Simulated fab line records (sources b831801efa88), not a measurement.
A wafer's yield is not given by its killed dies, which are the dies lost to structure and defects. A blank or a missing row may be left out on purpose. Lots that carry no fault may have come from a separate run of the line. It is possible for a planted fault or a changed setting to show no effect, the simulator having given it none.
Struck lot and sound lot, side by side + flow sky130 + 15 out of 708 route steps
Sound: the wafers L434.3, L434.5, L434.6. Wafers L441.1, L441.2, L441.5 were the ones struck. The cause is given at the end.
Each step with rows lists, per side, the tool, then ch with its chambers, then its first start. Under that, the readings that differ: sound wafers + struck wafers + difference of the means + sigmas: that difference in standard deviations of wafers without a fault.
alike: words and numbers the same on both sides, and readings whose means are apart by under 2 such deviations; not compared: readings that were withheld, readings missing a value for some wafer, numbers with overlapping values and no deviation given by the record, and bounds like >300 which may hide the same value.
Wherever a step has rows on one side only, a row that says differs or no value, or a row with sigmas, the two part there. Numbers that don't overlap but have no deviation are shown without sigmas and don't part them. A reading missing from all wafers of one side parts the sides only when that side holds two or more wafers.

first, 2 steps without rows for these wafers: SKY_METAL2_CLEAN_23 (cleans in O3/DIW); SKY_VIA2_HDPCVD_00 (deposits SiO2, target thk 1180 nm, time 196.7 s).
SKY_VIA2_THK_MEAS_01:
  sound on filmMetro-01 at day 39 23:02; struck on filmMetro-02 at day 40 00:40
  alike: VIA2_HDPCVD_THK
SKY_VIA2_CMP_02: polishes SiO2.
  sound on cmp-01 ch 0,1,3, day 39 23:13; struck on cmp-02 ch 0,2, day 40 00:49
  alike: motorCurrentA
SKY_VIA2_BOW_MEAS_03:
  sound on filmMetro-03 at day 39 23:25; struck on filmMetro-02 at day 40 01:07
  alike: VIA2_BOW
then, 7 steps without rows for these wafers: SKY_VIA2_DEHYDRATE_04 (time 60 s); SKY_VIA2_HMDS_05 (prime time 60 s); SKY_VIA2_COAT_06 (resist thk 60 nm); SKY_VIA2_COAT_07 (resist thk 450 nm); SKY_VIA2_SOFTBAKE_08 (time 90 s); SKY_VIA2_EXPOSE_09 (exposes mask VIM2, target cd 200 nm); SKY_VIA2_PEB_10.
SKY_VIA2_DEVELOP_11: develop time 60 s.
  sound on lithoTrack-03 ch 0, day 41 00:00; struck on lithoTrack-01 ch 0, day 41 01:00
| reading            | sound             | struck            | difference | sigmas |
|--------------------|-------------------|-------------------|------------|--------|
| developerTempC (C) | 20.88 20.87 20.92 | 21.61 21.58 21.75 | +0.76      | +7     |
SKY_VIA2_CD_MEAS_12: target cd 200 nm.
  sound on cdSem-02 at day 41 00:12; struck on cdSem-01 at day 41 02:04
  alike: cdNm
-- the record jumps here: 9 days lie between the struck wafers' starts before and after (it left off in module VIA2 and takes up again in module PAD_OPEN, whose first step shown is number 708 of the route) --
SKY_PAD_OPEN_PROBE_99:
  sound on prober-02 at day 49 13:18; struck on prober-01 at day 49 16:52
  alike: defectLimitedYield, killed_at_M0_to_M3, killed_at_M4_up, killedAtContacts, killedAtFrontEnd, killedAtOther, killedDies, killedOnRim, killedOpen, killedShort, sort_bin_3_pad_short, sort_bin_5_function, sort_bin_6_memory, sortNPass, sortYieldPct

WHERE THEY PART
Within this record, at SKY_VIA2_DEVELOP_11 only. Later steps at which nothing parts them and some readings are alike: SKY_VIA2_CD_MEAS_12, SKY_PAD_OPEN_PROBE_99.

WHY: what had been put in by the simulator
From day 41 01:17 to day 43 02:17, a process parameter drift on lithoTrack-01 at SKY_VIA2_DEVELOP_11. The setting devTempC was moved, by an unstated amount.
